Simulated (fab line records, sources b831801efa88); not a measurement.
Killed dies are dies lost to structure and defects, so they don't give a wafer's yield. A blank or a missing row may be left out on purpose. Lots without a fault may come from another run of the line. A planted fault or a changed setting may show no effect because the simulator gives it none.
Problem report in the 8D (eight disciplines) form, filled by code | flow sky130 | the parts of the form that need people (team, actions taken, sign-off) are left out

1. THE PROBLEM
oes_product_au at SKY_VIA3_ETCH_15 reads a mean of 0.999 a.u. on 1 wafer of 1 lot; wafers without a fault read 0.945 a.u. with a standard deviation of 0.0046. That is +12 standard deviations from the usual mean.
The step: etches SiO2 in C4F8/O2/Ar, stops on TiN, target depth 507 nm, time 78 s.
First seen on wafer L677.6, day 43 19:21, on rie_diel-03. The record holds 36 wafers of 12 lots with a number at this step. Rule for "out", or "out of limits": more than 4 standard deviations from the usual mean. The other wafers with a number count as sound.

2. WHAT IT IS AND WHAT IT IS NOT
question                    | is                | is not
which readings at this step | oes_product_au    | -
which lots                  | L677              | L662, L663, L664, L665, L666, L667, L668, L679, L682, L683, L685
which wafers of those lots  | L677.6            | L677.3, L677.5
read on which tools         | rie_diel-03       | rie_diel-02, rie_diel-04
when                        | from day 43 19:21 | up to then (23 sound wafers); but 12 sound wafers of L679, L682, L683, L685 came after

3. SUSPECTS, AND WHAT RULES EACH OUT
Counting: a tool at a process step up to the reading stays a suspect if it ran every lot that is out. Sound lots after the first of them don't rule it out here, since some wafers of a struck lot are sound.
- pvd_sputter-04 at SKY_METAL3_SPUTTER_02 (material AlCu, target thk 735 nm, time 39.1 s): kept. It ran the lot that is out, L677 (day 40 18:26); its last sound lot up to then is L667 (day 38 20:55).
- rie_metal-04 at SKY_CAPM_METAL_ETCH_13 (etches TiN in Cl2/BCl3, stops on SiO2, target depth 220 nm, time 62.9 s): kept. It ran the lot that is out, L677 (day 41 18:42); its last sound lot up to then is L668 (day 39 19:52).
- cmp-01 at SKY_VIA3_CMP_02 (polishes SiO2): kept. It ran the lot that is out, L677 (day 42 19:49); its last sound lot up to then is L667 (day 41 00:16).
- rie_diel-03 at SKY_VIA3_ETCH_15 (etches SiO2 in C4F8/O2/Ar, stops on TiN, target depth 507 nm, time 78 s): kept. It ran the lot that is out, L677 (day 43 19:21); its last sound lot up to then is L666 (day 41 20:12). Its own readings are out on those wafers: oes_product_au.
- Within cmp-01 at SKY_VIA3_CMP_02: the wafers that are out ran in chamber 0; their sound lot-mates ran in chambers 1, 2.
- Within rie_diel-03 at SKY_VIA3_ETCH_15: the wafers that are out ran in chamber 0; their sound lot-mates ran in chamber 3.
Left after counting: pvd_sputter-04 at SKY_METAL3_SPUTTER_02, rie_metal-04 at SKY_CAPM_METAL_ETCH_13, cmp-01 at SKY_VIA3_CMP_02, rie_diel-03 at SKY_VIA3_ETCH_15.

4. THE CAUSE (what the simulator had put in)
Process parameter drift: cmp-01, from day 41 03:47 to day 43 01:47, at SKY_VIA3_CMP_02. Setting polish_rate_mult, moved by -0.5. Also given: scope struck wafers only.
Counting left 4 suspects, and this tool is among them.

5. THE CHAIN OF EFFECTS, in route order
Each row: a reading whose mean over the struck wafers that have a number lies more than 3 standard deviations from the usual. Only readings for which the record gives a usual standard deviation are gone through. hours: the time from each lot's start at the first step in this table that gives one to its start at this step, as a median over the lots. sigmas: the change in usual standard deviations.
hours | step                  | reading              | usual      | on struck wafers | change | sigmas
0     | SKY_VIA3_ETCH_15      | oes_product_au       | 0.945 a.u. | 0.999            | +0.054 | +12
130   | SKY_PAD_OPEN_PROBE_99 | defect_limited_yield | 82.2 %     | 0.0              | -82.2  | -43
130   | SKY_PAD_OPEN_PROBE_99 | killed_at_M0_to_M3   | 43         | 448              | +405   | +62
130   | SKY_PAD_OPEN_PROBE_99 | killed_dies          | 87         | 492              | +405   | +43
130   | SKY_PAD_OPEN_PROBE_99 | killed_on_rim        | 18         | 96               | +78    | +19
130   | SKY_PAD_OPEN_PROBE_99 | sort_bin_5_function  | 10.5 %     | 93.3             | +82.8  | +59
130   | SKY_PAD_OPEN_PROBE_99 | sort_n_pass          | 405        | 0                | -405   | -43
130   | SKY_PAD_OPEN_PROBE_99 | sort_yield_pct       | 82.2 %     | 0.0              | -82.2  | -43
The process steps in it:
- SKY_VIA3_ETCH_15: etches SiO2 in C4F8/O2/Ar, stops on TiN, target depth 507 nm, time 78 s.
- SKY_PAD_OPEN_PROBE_99

6. WHAT WOULD HAVE CAUGHT IT SOONER
In this record the first reading out of limits was taken at day 43 19:21, 64 hours after the fault began at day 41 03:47.
Of the tool readings at SKY_VIA3_CMP_02 for which the record gives a usual standard deviation, none was out on any struck wafer, so an alarm limit of 4 standard deviations on them would not have fired.
All the lots that are out (1) had begun SKY_VIA3_CMP_02 on cmp-01 by day 43 19:21. A hold on the tool at that time would have spared none of them.
